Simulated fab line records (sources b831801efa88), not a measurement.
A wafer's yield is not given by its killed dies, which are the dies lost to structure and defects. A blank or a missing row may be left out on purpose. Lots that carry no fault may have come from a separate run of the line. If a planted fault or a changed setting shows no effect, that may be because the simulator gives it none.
Matching of chambers :: flow gf180mcu :: rieDiel-02 running GF_V5_ETCH_16: 4 sister chambers
The step etches BARC in N2/H2. 14 wafers are shown with their chamber, then 7 later ones without.

== WAFERS, EACH WITH ITS CHAMBER ==
wafer: L233.4
chamber: 0
drypumpMotorCurrentA (A): 5.92
oesProductAu (a.u.): 0.861
throttleValvePct (%): 13.229

wafer: L233.5
chamber: 3
drypumpMotorCurrentA (A): 5.78
oesProductAu (a.u.): 0.858
throttleValvePct (%): 13.235

wafer: L233.6
chamber: 2
drypumpMotorCurrentA (A): 5.82
oesProductAu (a.u.): 0.852
throttleValvePct (%): 13.216

wafer: L237.2
chamber: 2
drypumpMotorCurrentA (A): 5.85
oesProductAu (a.u.): 0.861
throttleValvePct (%): 13.237

wafer: L237.3
chamber: 1
drypumpMotorCurrentA (A): 5.83
oesProductAu (a.u.): 0.856
throttleValvePct (%): 13.227

wafer: L237.6
chamber: 2
drypumpMotorCurrentA (A): 5.87
oesProductAu (a.u.): 0.853
throttleValvePct (%): 13.227

wafer: L238.2
chamber: 3
drypumpMotorCurrentA (A): 5.80
oesProductAu (a.u.): 0.866
throttleValvePct (%): 13.219

wafer: L238.4
chamber: 2
drypumpMotorCurrentA (A): 5.89
oesProductAu (a.u.): 0.855
throttleValvePct (%): 13.218

wafer: L238.6
chamber: 3
drypumpMotorCurrentA (A): 5.78
oesProductAu (a.u.): 0.867
throttleValvePct (%): 13.211

wafer: L240.1
chamber: 3
drypumpMotorCurrentA (A): 5.78
oesProductAu (a.u.): 0.851
throttleValvePct (%): 13.216

wafer: L240.5
chamber: 1
drypumpMotorCurrentA (A): 5.75
oesProductAu (a.u.): 0.863
throttleValvePct (%): 13.237

wafer: L240.6
chamber: 0
drypumpMotorCurrentA (A): 5.94
oesProductAu (a.u.): 0.860
throttleValvePct (%): 13.217

wafer: L245.2
chamber: 1
drypumpMotorCurrentA (A): 5.82
oesProductAu (a.u.): 0.853
throttleValvePct (%): 13.215

wafer: L245.3
chamber: 3
drypumpMotorCurrentA (A): 5.76
oesProductAu (a.u.): 0.857
throttleValvePct (%): 13.202

SIGNATURES (averages over the wafers above)
reading: drypumpMotorCurrentA
chamber 0: 5.9300
chamber 1: 5.8000
chamber 2: 5.8575
chamber 3: 5.7800
scatter within a chamber: 0.0273

reading: oesProductAu
chamber 0: 0.86050
chamber 1: 0.85733
chamber 2: 0.85525
chamber 3: 0.85980
scatter within a chamber: 0.0053

reading: throttleValvePct
chamber 0: 13.22300
chamber 1: 13.22633
chamber 2: 13.22450
chamber 3: 13.21660
scatter within a chamber: 0.0109
Rule: for each reading, subtract the chamber's mean from the wafer's reading, divide by that reading's scatter and square the result; add these up over the readings and take the root, which gives the wafer's distance from the chamber. The wafer belongs to the nearest chamber; if the next one is less than 2 further off, it can't be placed. How the scatter is found: for the shown wafers, subtract from each reading the mean of its chamber, square and add these, divide the total by (wafers less chambers), then take the root.

== WAFERS MISSING THEIR CHAMBER ==
wafer: L245.6
drypumpMotorCurrentA (A): 5.86
oesProductAu (a.u.): 0.853
throttleValvePct (%): 13.219

wafer: L253.1
drypumpMotorCurrentA (A): 5.83
oesProductAu (a.u.): 0.855
throttleValvePct (%): 13.220

wafer: L253.2
drypumpMotorCurrentA (A): 5.92
oesProductAu (a.u.): 0.853
throttleValvePct (%): 13.218

wafer: L253.6
drypumpMotorCurrentA (A): 5.86
oesProductAu (a.u.): 0.854
throttleValvePct (%): 13.225

wafer: L255.3
drypumpMotorCurrentA (A): 5.79
oesProductAu (a.u.): 0.849
throttleValvePct (%): 13.221

wafer: L255.5
drypumpMotorCurrentA (A): 5.91
oesProductAu (a.u.): 0.852
throttleValvePct (%): 13.220

wafer: L255.6
drypumpMotorCurrentA (A): 5.79
oesProductAu (a.u.): 0.856
throttleValvePct (%): 13.220

== WHICH CHAMBER EACH WENT THROUGH ==
wafer: L245.6
from the rows above: can't be placed: 2 or 1
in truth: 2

wafer: L253.1
from the rows above: can't be placed: 2 or 1 or 3
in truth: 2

wafer: L253.2
from the rows above: can't be placed: 0 or 2
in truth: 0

wafer: L253.6
from the rows above: 2
in truth: 2

wafer: L255.3
from the rows above: can't be placed: 1 or 3 or 2
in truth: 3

wafer: L255.5
from the rows above: can't be placed: 0 or 2
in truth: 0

wafer: L255.6
from the rows above: can't be placed: 1 or 3 or 2
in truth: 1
Correctly placed: 1 of 7. Cannot be placed on the basis of these rows: 6; the candidates contain the true chamber in 6. Placed wrongly: 0.
